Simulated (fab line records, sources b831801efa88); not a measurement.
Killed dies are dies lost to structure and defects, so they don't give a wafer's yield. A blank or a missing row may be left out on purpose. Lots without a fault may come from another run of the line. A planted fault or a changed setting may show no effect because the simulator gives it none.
fab line records | flow sky130
record lots=12 wafers=36 last_day=50
route steps=708 shown VIA2@510 METAL3@535 CAPM@537 PAD_OPEN@708
lots that met no fault: from a run of the same line without faults
start_h: hours from the record's first day to the start of the lot's first wafer shown | wait_h: hours since the lot's step before | " the same as in the row above | L1.1+2: a row that stands for several wafers | - no value, or no start given | * or withheld: withheld | < > ~ a bound
route shown NAME@n: a module of which the file shows steps, and the number in the route of the first | usual: mean/standard deviation of fault-free wafers | same: alike in all rows | chamber/n: place in a boat | sites: the reading at each site | _std_site: their standard deviation | _edge_site: outer sites' mean less inner sites' | radius_mm: how far each site lies from the wafer's centre | mask NAME#n: copy n | behind: the tool/chamber that last shaped the wafer | hold: why the lot was held/for how many hours/how that ended | device: the transistor (n, p or np) that didn't switch | end of line: the same wafers' tests at the end of the route | a step without rows: its recipe alone | killed: dies lost to structure and defects at the first sort, not the wafer's yield | map: a wafer's dies, x killed, . not, _ none there
set.NAME: the setting as run; set.NAME@STEP: as run at that earlier step | model.NAME: the simulator's own value behind a step, which no gauge read
steps of the route over a sample of lots; a table a step, a row a wafer
services: from which hour (start_h, from the record's first day; less than 0 if before it) a tool's chamber was out of use, for how many hours, and why
## steps
# step SKY_VIA2_BOW_MEAS_03
# recipe mode=bow
# usual VIA2_BOW=85/7.6
# columns lot.wafer tool chamber start_h wait_h VIA2_BOW[um]
L352.1 film_metro-01 - 831.24 0.2 93
L352.5 " - " " 95
L352.6 " - " " 80
L357.3 film_metro-02 - 878.63 0.2 89
L357.5 " - " " 92
L357.6 " - " " 84
L359.3 film_metro-01 - 881.15 0.1 83
L359.5 " - " " 86
L359.6 " - " " 98
L358.1 film_metro-03 - 881.52 0.2 101
L358.4 " - " " 84
L358.5 " - " " 79
L364.1 film_metro-02 - 925.21 0.1 69
L364.3 " - " " 89
L364.6 " - " " 68
L366.1 film_metro-02 - 933.14 0.2 94
L366.2 " - " " 93
L366.5 " - " " 91
L367.2 film_metro-01 - 944.95 0.3 90
L367.3 " - " " 103
L367.4 " - " " 77
L368.1 film_metro-03 - 948.50 0.1 80
L368.3 " - " " 75
L368.6 " - " " 61
L369.1 film_metro-02 - 954.91 0.1 95
L369.3 " - " " 97
L369.5 " - " " 86
L370.1 film_metro-02 - 971.75 0.1 82
L370.5 " - " " 79
L370.6 " - " " 79
L371.2 film_metro-01 - 972.71 0.1 89
L371.5 " - " " 85
L371.6 " - " " 85
L372.2 film_metro-03 - 975.17 0.2 81
L372.3 " - " " 92
L372.4 " - " " 87
# step SKY_METAL3_SPUTTER_03
# recipe material=Ti target_thk_nm=5 power_w=3000 time_s=3.3 chamber_pressure_pa=0.4
# usual throttle_valve_pct=30.5/1.4
# same time_s=3.3
# columns lot.wafer tool chamber start_h wait_h throttle_valve_pct
L352.1 pvd_sputter-01 - 859.24 0.0 32.0
L352.5 " - " " 30.0
L352.6 " - " " 32.2
L357.3 pvd_sputter-04 - 906.69 0.0 31.1
L357.5 " - " " 30.1
L357.6 " - " " 31.4
L359.3 pvd_sputter-02 - 909.60 0.0 29.4
L359.5 " - " " 30.5
L359.6 " - " " 29.5
L358.1 pvd_sputter-01 - 909.73 0.0 29.8
L358.4 " - " " 31.8
L358.5 " - " " 30.0
L364.1 pvd_sputter-01 - 951.84 0.0 32.1
L364.3 " - " " 32.3
L364.6 " - " " 31.5
L366.1 pvd_sputter-01 - 959.23 0.0 31.7
L366.2 " - " " 32.0
L366.5 " - " " 32.3
L367.2 pvd_sputter-01 - 970.75 0.0 31.9
L367.3 " - " " 29.8
L367.4 " - " " 31.9
L368.1 pvd_sputter-02 - 973.80 0.0 30.6
L368.3 " - " " 29.6
L368.6 " - " " 29.5
L369.1 pvd_sputter-02 - 980.68 0.0 30.5
L369.3 " - " " 29.5
L369.5 " - " " 28.7
L370.1 pvd_sputter-02 - 996.74 0.0 29.8
L370.5 " - " " 30.3
L370.6 " - " " 29.3
L371.2 pvd_sputter-02 - 998.00 0.0 28.7
L371.5 " - " " 29.7
L371.6 " - " " 28.5
L372.2 pvd_sputter-01 - 1000.30 0.0 31.9
L372.3 " - " " 32.0
L372.4 " - " " 30.3
# step SKY_CAPM_CVD_00
# recipe material=SiO2 target_thk_nm=15.5 temp_c=400 time_s=withheld rf_w=450
# usual heater_power_outer_w=391/50 heater_power_w=662/70
# columns lot.wafer tool chamber start_h wait_h heater_power_outer_w heater_power_w
L352.1 pecvd-04 1 859.31 0.0 396 723
L352.5 " 2 " " 488 780
L352.6 " 1 " " 389 750
L357.3 pecvd-02 1 906.77 0.0 - -
L357.5 " 1 " " - -
L357.6 " 2 " " - -
L359.3 pecvd-03 1 909.66 0.0 - -
L359.5 " 0 " " - -
L359.6 " 1 " " - -
L358.1 pecvd-04 1 909.79 0.0 - -
L358.4 " 2 " " - -
L358.5 " 1 " " - -
L364.1 pecvd-02 2 951.91 0.0 379 649
L364.3 " 0 " " 321 559
L364.6 " 1 " " 368 611
L366.1 pecvd-02 0 959.30 0.0 400 666
L366.2 " 1 " " 396 649
L366.5 " 0 " " 403 672
L367.2 pecvd-03 1 970.82 0.0 468 765
L367.3 " 0 " " 485 800
L367.4 " 0 " " 497 798
L368.1 pecvd-02 2 973.87 0.0 315 578
L368.3 " 1 " " 379 621
L368.6 " 0 " " 351 620
L369.1 pecvd-03 0 980.75 0.0 430 718
L369.3 " 2 " " 375 617
L369.5 " 0 " " 443 729
L370.1 pecvd-02 1 996.81 0.0 363 610
L370.5 " 2 " " 389 687
L370.6 " 0 " " 380 644
L371.2 pecvd-03 0 998.07 0.0 495 800
L371.5 " 1 " " 467 776
L371.6 " 2 " " 371 617
L372.2 pecvd-04 2 1000.37 0.0 473 766
L372.3 " 0 " " 342 592
L372.4 " 2 " " 470 757
# step SKY_CAPM_METAL_ETCH_13
# recipe target_depth_nm=220 stop_on=SiO2 chemistry=Cl2/BCl3 target=TiN pressure_mtorr=10 icp_w=900 bias_w=48.5 Cl2_flow_sccm=60 bcl3_flow_sccm=30 time_s=62.9
# usual drypump_motor_current_A=5.56/0.25 oes_product_au=0.937/0.0077 throttle_valve_pct=21.904/0.01
# same time_s=62.9
# columns lot.wafer tool chamber start_h wait_h drypump_motor_current_A oes_product_au rf_hours_counter_h throttle_valve_pct
L352.1 rie_metal-01 0 886.02 0.0 5.18 0.936 5 21.919
L352.5 " 0 " " 5.17 0.937 - 21.895
L352.6 " 1 " " 5.25 0.944 - 21.890
L357.3 rie_metal-01 1 931.84 0.0 5.24 0.938 - 21.914
L357.5 " 1 " " 5.26 0.941 - 21.893
L357.6 " 0 " " 5.17 0.938 - 21.918
L359.3 rie_metal-02 0 934.14 0.0 5.71 0.940 - 21.899
L359.5 " 1 " " 5.75 0.935 - 21.885
L359.6 " 0 " " 5.72 0.941 - 21.896
L358.1 rie_metal-01 0 934.67 0.0 5.18 0.917 7 21.919
L358.4 " 1 " " 5.23 0.941 - 21.900
L358.5 " 0 " " 5.19 0.923 - 21.918
L364.1 rie_metal-03 0 976.22 0.0 5.65 0.942 4 21.895
L364.3 " 1 " " 5.81 0.939 - 21.914
L364.6 " 1 " " 5.83 0.954 - 21.881
L366.1 rie_metal-03 0 982.82 0.0 5.65 0.932 5 21.930
L366.2 " 1 " " 5.83 0.947 2 21.896
L366.5 " 0 " " 5.65 0.934 - 21.911
L367.2 rie_metal-01 0 994.47 0.0 5.20 0.939 12 21.900
L367.3 " 0 " " 5.19 0.948 - 21.889
L367.4 " 1 " " 5.24 0.951 - 21.892
L368.1 rie_metal-02 1 997.52 0.0 5.76 0.923 6 21.913
L368.3 " 0 " " 5.70 0.925 - 21.905
L368.6 " 1 " " 5.75 0.932 - 21.913
L369.1 rie_metal-02 1 1004.77 0.0 5.75 0.935 7 21.901
L369.3 " 0 " " 5.71 0.931 - 21.912
L369.5 " 0 " " 5.73 0.946 - 21.891
L370.1 rie_metal-01 1 1019.47 0.0 5.24 0.942 11 21.918
L370.5 " 1 " " 5.24 0.939 - 21.905
L370.6 " 1 " " 5.25 0.937 - 21.904
L371.2 rie_metal-02 1 1020.82 0.0 5.79 0.929 8 21.913
L371.5 " 0 " " 5.71 0.931 - 21.910
L371.6 " 1 " " 5.80 0.935 - 21.907
L372.2 rie_metal-03 1 1023.12 0.0 5.82 0.954 5 21.912
L372.3 " 0 " " 5.68 0.942 - 21.879
L372.4 " 1 " " 5.78 0.937 - 21.905
# step SKY_PAD_OPEN_PROBE_99
# usual defect_limited_yield=82.2/1.9 killed_at_M0_to_M3=43/6.3 killed_at_M4_up=3.3/1.7 killed_at_contacts=24/5.4 killed_at_front_end=16/4.6 killed_at_other=0.4/0.7 killed_dies=87/9.4 killed_on_rim=17/3.9 killed_open=47/6.9 killed_short=39/6.1 sort_bin_3_pad_short=0.9/0.45 sort_bin_5_function=10.6/1.5 sort_bin_6_memory=6.3/1.2 sort_n_pass=405/9.4 sort_yield_pct=82.2/1.9
# same gross_dies=492 killed_at_back_side=0 sort_bin_4_leakage[%]=0 sort_bin_8_speed[%]=0
# columns lot.wafer tool chamber start_h wait_h defect_limited_yield[%] killed_at_M0_to_M3 killed_at_M4_up killed_at_contacts killed_at_front_end killed_at_other killed_dies killed_on_rim killed_open killed_short sort_bin_3_pad_short[%] sort_bin_5_function[%] sort_bin_6_memory[%] sort_n_pass sort_yield_pct[%]
L352.1 prober-02 - 1086.20 0.1 80.9 47 3 24 20 0 94 23 48 46 1.0 10.8 7.3 398 80.9
L352.5 prober-02 - 1086.40 0.2 83.5 42 1 20 18 0 81 17 45 34 0.8 8.7 6.9 411 83.5
L352.6 prober-02 - 1086.45 0.2 81.1 42 4 29 17 1 93 23 44 49 0.6 11.6 6.7 399 81.1
L357.3 prober-01 - 1119.56 0.2 0 42 3 31 11 405 492 96 52 35 1.2 94.1 4.7 0 0
L357.5 prober-01 - 1119.66 0.2 0 48 3 21 14 406 492 96 43 43 0.6 93.7 5.7 0 0
L357.6 prober-01 - 1119.71 0.2 0 39 2 23 13 415 492 96 41 36 0.6 93.5 5.9 0 0
L359.3 prober-02 - 1124.05 0.2 0 50 4 22 16 400 492 96 43 48 1.2 93.5 5.3 0 0
L359.5 prober-02 - 1124.15 0.2 0 46 2 22 19 403 492 96 47 41 0.8 92.1 7.1 0 0
L359.6 prober-02 - 1124.20 0.2 0 56 3 19 13 401 492 96 47 43 1.4 91.3 7.3 0 0
L358.1 prober-01 - 1124.44 0.1 0 43 4 22 13 410 492 96 45 37 0.4 95.1 4.5 0 0
L358.4 prober-01 - 1124.59 0.2 0 52 1 21 17 401 492 96 53 38 1.4 91.7 6.9 0 0
L358.5 prober-01 - 1124.64 0.2 0 43 2 21 16 410 492 96 40 42 0.2 94.7 5.1 0 0
L364.1 prober-02 - 1156.85 0.1 83.5 49 3 16 13 0 81 17 36 42 1.2 10.4 4.9 411 83.5
L364.3 prober-02 - 1156.95 0.2 82.1 57 2 18 11 0 88 15 51 34 1.0 10.4 6.5 404 82.1
L364.6 prober-02 - 1157.10 0.2 81.7 56 3 18 13 0 90 19 56 31 0.8 10.2 7.3 402 81.7
L366.1 prober-02 - 1159.45 0.1 82.3 43 5 24 13 2 87 19 48 38 0.4 11.0 6.3 405 82.3
L366.2 prober-02 - 1159.50 0.1 85.2 32 5 23 13 0 73 17 39 33 0.4 9.3 5.1 419 85.2
L366.5 prober-02 - 1159.65 0.2 81.7 38 2 30 20 0 90 15 44 46 1.0 10.4 6.9 402 81.7
L367.2 prober-01 - 1171.20 0.1 81.3 45 5 27 15 0 92 13 60 32 0.6 10.6 7.5 400 81.3
L367.3 prober-01 - 1171.25 0.2 85.8 37 1 21 11 0 70 16 44 26 0.2 8.9 5.1 422 85.8
L367.4 prober-01 - 1171.30 0.2 82.1 43 1 21 23 0 88 13 39 49 1.2 11.0 5.7 404 82.1
L368.1 prober-02 - 1172.20 0.1 84.8 36 4 25 10 0 75 16 48 27 0.6 8.5 6.1 417 84.8
L368.3 prober-02 - 1172.30 0.2 80.9 48 3 29 14 0 94 25 47 47 1.2 12.0 5.9 398 80.9
L368.6 prober-02 - 1172.45 0.2 83.1 45 4 22 12 0 83 20 46 37 0.4 9.8 6.7 409 83.1
L369.1 prober-01 - 1176.32 0.1 83.9 42 3 18 16 0 79 20 47 32 0.8 9.6 5.7 413 83.9
L369.3 prober-01 - 1176.42 0.2 79.5 54 3 18 26 0 101 21 57 44 1.2 13.6 5.7 391 79.5
L369.5 prober-01 - 1176.52 0.2 79.5 51 3 30 17 0 101 19 50 51 0.6 13.0 6.9 391 79.5
L370.1 prober-02 - 1189.33 0.1 84.1 38 1 24 15 0 78 18 46 32 0.8 11.4 3.7 414 84.1
L370.5 prober-02 - 1189.53 0.2 87.4 29 4 17 12 0 62 15 31 30 1.0 7.5 4.1 430 87.4
L370.6 prober-02 - 1189.58 0.2 85.2 30 2 25 15 1 73 15 40 33 1.0 8.3 5.5 419 85.2
L371.2 prober-01 - 1191.00 0.1 82.9 43 1 25 14 1 84 10 46 38 0.4 9.6 7.1 408 82.9
L371.5 prober-01 - 1191.15 0.2 81.1 39 4 32 18 0 93 20 56 37 0.6 12.4 5.9 399 81.1
L371.6 prober-01 - 1191.20 0.2 84.1 44 4 13 17 0 78 9 34 44 0.6 10.6 4.7 414 84.1
L372.2 prober-02 - 1191.74 0.1 81.7 39 8 28 15 0 90 12 50 40 1.2 10.2 6.9 402 81.7
L372.3 prober-02 - 1191.79 0.2 84.1 36 4 31 6 1 78 13 42 36 1.0 10.8 4.1 414 84.1
L372.4 prober-02 - 1191.84 0.2 81.9 42 3 26 17 1 89 21 53 36 1.2 10.8 6.1 403 81.9
# killed by level:class
L352.1 POLY_GATE:geometric_particle:open=8 LI_CONTACT:geometric_particle:open=7 METAL1:geometric_particle:short=7 VIA1:geometric_particle:short=7 VIA1:geometric_particle:open=6 VIA2:geometric_particle:open=6 VIA3:geometric_particle:open=6 CONTACT:geometric_particle:open=5
L352.5 LI_CONTACT:geometric_particle:open=8 VIA1:geometric_particle:open=7 VIA3:geometric_particle:open=7 METAL1:geometric_particle:short=6 FIELD_ISO:geometric_particle:open=5 SPACER:geometric_particle:open=5 METAL2:geometric_particle:short=5 LOCAL_INTERCONNECT:geometric_particle:short=4
L352.6 CONTACT:geometric_particle:open=9 LOCAL_INTERCONNECT:geometric_particle:short=8 VIA1:geometric_particle:open=7 VIA2:geometric_particle:open=7 POLY_GATE:geometric_particle:short=6 METAL2:geometric_particle:short=6 VIA1:geometric_particle:short=5 METAL3:geometric_particle:short=5
L357.3 CAPM:area_cvd=405 CONTACT:geometric_particle:open=15 VIA1:geometric_particle:open=9 VIA1:geometric_particle:short=7 VIA3:geometric_particle:open=6 LI_CONTACT:geometric_particle:open=6 FIELD_ISO:geometric_particle:open=5 LOCAL_INTERCONNECT:geometric_particle:short=5
L357.5 CAPM:area_cvd=405 VIA3:geometric_particle:open=11 VIA1:geometric_particle:open=9 FIELD_ISO:geometric_particle:open=6 METAL2:geometric_particle:short=6 CONTACT:geometric_particle:short=5 CONTACT:geometric_particle:open=5 METAL3:geometric_particle:short=4
L357.6 CAPM:area_cvd=415 VIA1:geometric_particle:open=15 CONTACT:geometric_particle:open=9 VIA1:geometric_particle:short=6 CONTACT:geometric_particle:short=6 FIELD_ISO:geometric_particle:open=4 METAL1:geometric_particle:short=4 VIA2:geometric_particle:open=4
L359.3 CAPM:area_cvd=400 VIA1:geometric_particle:open=11 VIA2:geometric_particle:short=8 CONTACT:geometric_particle:open=7 METAL1:geometric_particle:short=7 VIA1:geometric_particle:short=6 VIA2:geometric_particle:open=6 FIELD_ISO:geometric_particle:open=5
L359.5 CAPM:area_cvd=403 VIA1:geometric_particle:open=14 VIA2:geometric_particle:open=9 CONTACT:geometric_particle:open=9 FIELD_ISO:geometric_particle:short=6 CONTACT:geometric_particle:short=6 METAL1:geometric_particle:short=6 SPACER:geometric_particle:short=4
L359.6 CAPM:area_cvd=401 VIA1:geometric_particle:open=13 VIA2:geometric_particle:open=11 CONTACT:geometric_particle:short=6 VIA3:geometric_particle:open=6 VIA3:geometric_particle:short=6 LOCAL_INTERCONNECT:geometric_particle:short=5 FIELD_ISO:geometric_particle:short=4
L358.1 CAPM:area_cvd=410 LI_CONTACT:geometric_particle:open=8 VIA2:geometric_particle:open=8 CONTACT:geometric_particle:open=7 VIA3:geometric_particle:open=6 VIA2:geometric_particle:short=6 METAL1:geometric_particle:short=5 VIA1:geometric_particle:short=5
L358.4 CAPM:area_cvd=401 VIA1:geometric_particle:open=15 VIA2:geometric_particle:open=8 LI_CONTACT:geometric_particle:open=6 VIA3:geometric_particle:open=6 FIELD_ISO:geometric_particle:open=5 CONTACT:geometric_particle:open=5 METAL1:geometric_particle:short=5
L358.5 CAPM:area_cvd=410 CONTACT:geometric_particle:open=7 VIA1:geometric_particle:open=7 VIA2:geometric_particle:open=6 METAL3:geometric_particle:short=6 FIELD_ISO:geometric_particle:short=5 LI_CONTACT:geometric_particle:open=5 CONTACT:geometric_particle:short=5
L364.1 VIA1:geometric_particle:short=8 VIA3:geometric_particle:open=8 VIA1:geometric_particle:open=6 METAL2:geometric_particle:short=6 LI_CONTACT:geometric_particle:open=5 CONTACT:geometric_particle:open=5 VIA2:geometric_particle:open=5 METAL3:geometric_particle:short=5
L364.3 VIA1:geometric_particle:open=17 VIA3:geometric_particle:open=12 CONTACT:geometric_particle:open=9 VIA1:geometric_particle:short=8 VIA2:geometric_particle:open=6 CONTACT:geometric_particle:short=5 VIA3:geometric_particle:short=5 POLY_GATE:coat_microbubble_printed=3
L364.6 VIA3:geometric_particle:open=14 VIA1:geometric_particle:open=11 VIA2:geometric_particle:open=10 CONTACT:geometric_particle:open=8 METAL2:geometric_particle:short=5 METAL1:geometric_particle:short=4 POLY_GATE:geometric_particle:open=3 LI_CONTACT:geometric_particle:open=3
L366.1 CONTACT:geometric_particle:open=9 METAL1:geometric_particle:short=8 VIA1:geometric_particle:open=8 LOCAL_INTERCONNECT:geometric_particle:short=7 VIA2:geometric_particle:open=6 LI_CONTACT:geometric_particle:open=5 METAL2:geometric_particle:short=5 METAL3:geometric_particle:short=4
L366.2 METAL2:geometric_particle:short=11 CONTACT:geometric_particle:open=8 LI_CONTACT:geometric_particle:open=6 CONTACT:geometric_particle:short=6 VIA2:geometric_particle:open=6 FIELD_ISO:geometric_particle:open=3 POLY_GATE:geometric_particle:open=3 POLY_GATE:geometric_particle:short=3
L366.5 CONTACT:geometric_particle:open=10 METAL2:geometric_particle:short=8 FIELD_ISO:geometric_particle:short=7 VIA1:geometric_particle:open=7 VIA2:geometric_particle:open=7 LI_CONTACT:geometric_particle:open=6 VIA1:geometric_particle:short=5 LI_CONTACT:geometric_particle:short=5
L367.2 LI_CONTACT:geometric_particle:open=11 VIA1:geometric_particle:open=11 VIA2:geometric_particle:open=8 CONTACT:geometric_particle:open=7 VIA3:geometric_particle:open=7 LOCAL_INTERCONNECT:geometric_particle:short=5 METAL2:geometric_particle:short=4 METAL2:geometric_particle:open=4
L367.3 VIA1:geometric_particle:open=11 CONTACT:geometric_particle:open=7 METAL1:geometric_particle:short=6 VIA3:geometric_particle:open=6 LI_CONTACT:geometric_particle:open=4 CONTACT:geometric_particle:short=4 VIA1:geometric_particle:short=4 POLY_GATE:geometric_particle:open=3
L367.4 VIA1:geometric_particle:open=10 METAL2:geometric_particle:short=9 CONTACT:geometric_particle:short=7 VIA2:geometric_particle:open=6 POLY_GATE:geometric_particle:open=5 METAL1:geometric_particle:short=5 FIELD_ISO:geometric_particle:short=4 CONTACT:geometric_particle:open=4
L368.1 CONTACT:geometric_particle:open=12 VIA1:geometric_particle:open=11 METAL2:geometric_particle:short=8 VIA3:geometric_particle:open=6 LI_CONTACT:geometric_particle:open=5 CONTACT:geometric_particle:short=4 VIA2:geometric_particle:open=4 FIELD_ISO:geometric_particle:short=2
L368.3 VIA1:geometric_particle:open=10 LI_CONTACT:geometric_particle:short=7 CONTACT:geometric_particle:short=7 CONTACT:geometric_particle:open=7 METAL2:geometric_particle:short=7 VIA3:geometric_particle:open=7 LI_CONTACT:geometric_particle:open=4 LOCAL_INTERCONNECT:geometric_particle:short=4
L368.6 VIA1:geometric_particle:open=9 VIA3:geometric_particle:open=8 CONTACT:geometric_particle:open=7 VIA1:geometric_particle:short=6 LI_CONTACT:geometric_particle:open=5 VIA2:geometric_particle:short=5 VIA2:geometric_particle:open=5 FIELD_ISO:geometric_particle:short=4
L369.1 VIA3:geometric_particle:open=14 FIELD_ISO:geometric_particle:open=7 LI_CONTACT:geometric_particle:open=6 VIA1:geometric_particle:open=5 CONTACT:geometric_particle:short=5 METAL1:geometric_particle:short=5 CONTACT:geometric_particle:open=4 METAL2:geometric_particle:short=4
L369.3 VIA3:geometric_particle:open=14 VIA1:geometric_particle:open=9 FIELD_ISO:geometric_particle:open=8 CONTACT:geometric_particle:open=8 VIA2:geometric_particle:open=8 POLY_GATE:geometric_particle:short=7 METAL2:geometric_particle:short=6 METAL1:geometric_particle:short=5
L369.5 VIA1:geometric_particle:open=14 VIA2:geometric_particle:open=10 CONTACT:geometric_particle:open=9 CONTACT:geometric_particle:short=7 VIA1:geometric_particle:short=6 METAL2:geometric_particle:short=6 LI_CONTACT:geometric_particle:short=6 FIELD_ISO:geometric_particle:short=5
L370.1 CONTACT:geometric_particle:open=12 VIA2:geometric_particle:open=7 FIELD_ISO:geometric_particle:short=6 VIA3:geometric_particle:open=6 LI_CONTACT:geometric_particle:open=6 METAL1:geometric_particle:short=5 VIA1:geometric_particle:open=5 LOCAL_INTERCONNECT:geometric_particle:short=4
L370.5 CONTACT:geometric_particle:open=6 METAL2:geometric_particle:short=6 VIA1:geometric_particle:open=5 VIA3:geometric_particle:open=5 FIELD_ISO:geometric_particle:open=4 LI_CONTACT:geometric_particle:short=4 CONTACT:geometric_particle:short=4 VIA2:geometric_particle:open=4
L370.6 VIA2:geometric_particle:open=9 LI_CONTACT:geometric_particle:open=7 CONTACT:geometric_particle:open=7 LOCAL_INTERCONNECT:geometric_particle:short=4 POLY_GATE:geometric_particle:open=4 FIELD_ISO:geometric_particle:short=3 POLY_GATE:geometric_particle:short=3 CONTACT:geometric_particle:short=3
L371.2 VIA1:geometric_particle:open=12 LI_CONTACT:geometric_particle:open=6 CONTACT:geometric_particle:short=6 VIA2:geometric_particle:open=6 CONTACT:geometric_particle:open=5 METAL1:geometric_particle:short=5 VIA3:geometric_particle:open=5 LI_CONTACT:geometric_particle:short=4
L371.5 LI_CONTACT:geometric_particle:open=10 VIA1:geometric_particle:open=10 CONTACT:geometric_particle:open=8 VIA2:geometric_particle:open=8 LI_CONTACT:geometric_particle:short=7 POLY_GATE:geometric_particle:open=6 FIELD_ISO:geometric_particle:open=5 LOCAL_INTERCONNECT:geometric_particle:short=5
L371.6 VIA1:geometric_particle:open=14 POLY_GATE:geometric_particle:short=6 METAL2:geometric_particle:short=6 VIA3:geometric_particle:short=6 FIELD_ISO:geometric_particle:open=4 METAL3:geometric_particle:short=4 LI_CONTACT:geometric_particle:open=4 VIA2:geometric_particle:short=4
L372.2 CONTACT:geometric_particle:open=12 CONTACT:geometric_particle:short=7 METAL1:geometric_particle:short=7 VIA1:geometric_particle:open=7 LI_CONTACT:geometric_particle:open=6 METAL2:geometric_particle:short=6 VIA3:geometric_particle:open=6 VIA1:geometric_particle:short=5
L372.3 CONTACT:geometric_particle:open=14 VIA1:geometric_particle:open=8 CONTACT:geometric_particle:short=7 METAL2:geometric_particle:short=7 LI_CONTACT:geometric_particle:open=7 VIA3:geometric_particle:open=5 METAL4:geometric_particle:short=4 FIELD_ISO:geometric_particle:open=3
L372.4 VIA3:geometric_particle:open=10 METAL2:geometric_particle:short=8 CONTACT:geometric_particle:open=8 LI_CONTACT:geometric_particle:open=7 FIELD_ISO:geometric_particle:open=5 VIA1:geometric_particle:open=5 VIA2:geometric_particle:open=5 LOCAL_INTERCONNECT:geometric_particle:short=4
## services
# columns tool chamber start_h hours kind
pecvd-02 1 854.26 5.5 scheduled_down
pecvd-03 - 867.27 0.8 pm
pvd_sputter-01 - 874.15 2.3 repair
pvd_sputter-02 2 883.49 - consumable_replace:kit
pvd_sputter-02 2 883.49 18.0 scheduled_down
pvd_sputter-02 2 883.49 18.0 vent_cycle
pecvd-02 0 884.89 2.1 scheduled_down
pecvd-02 2 885.39 - calibration
pecvd-03 - 886.10 3.3 repair
pecvd-02 0 904.39 4.4 repair
pecvd-02 1 909.41 2.1 scheduled_down
pecvd-02 1 916.07 5.5 scheduled_down
pecvd-04 - 923.31 2.8 pm
rie_metal-01 - 938.33 0.2 repair
rie_metal-01 1 940.50 29.5 repair
pecvd-04 - 947.63 0.7 repair
pecvd-03 - 949.84 4.3 pm
pvd_sputter-01 3 969.04 - consumable_replace:kit
pvd_sputter-01 3 969.04 18.0 scheduled_down
pvd_sputter-01 3 969.04 18.0 vent_cycle
rie_metal-03 - 990.32 4.3 pm
rie_metal-01 0 1003.45 23.9 repair
pvd_sputter-01 - 1003.49 7.4 repair
pvd_sputter-01 - 1011.39 7.3 repair
## key
first_sign step=SKY_CAPM_CVD_00 reading=tool_record direction=missing
effect step=SKY_PAD_OPEN_PROBE_99 reading=killed_at_other direction=up sigmas=99+ usual=0.4 struck=405.7
more_kills_born_at SKY_CAPM_CVD_00@pecvd-02=1225 SKY_CAPM_CVD_00@pecvd-04=1221 SKY_CAPM_CVD_00@pecvd-03=1204
met_at SKY_CAPM_CVD_00
struck_lots L357,L358,L359
later_rows_left_out L357.3,L357.5,L357.6,L358.1,L358.4,L358.5,L359.3,L359.5,L359.6
not_acting_at SKY_VIA2_BOW_MEAS_03,SKY_METAL3_SPUTTER_03,SKY_CAPM_METAL_ETCH_13
onset_between 859.31 906.77
fault kind=skipped_step_whole tool=pecvd-02,pecvd-03,pecvd-04 chamber=- onset_h=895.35 steps=SKY_CAPM_CVD_00 scope=struck_lots_only
# later_rows_left_out: the simulator's readings of these wafers behind a module that went badly wrong aren't trusted and aren't shown, but for the sort
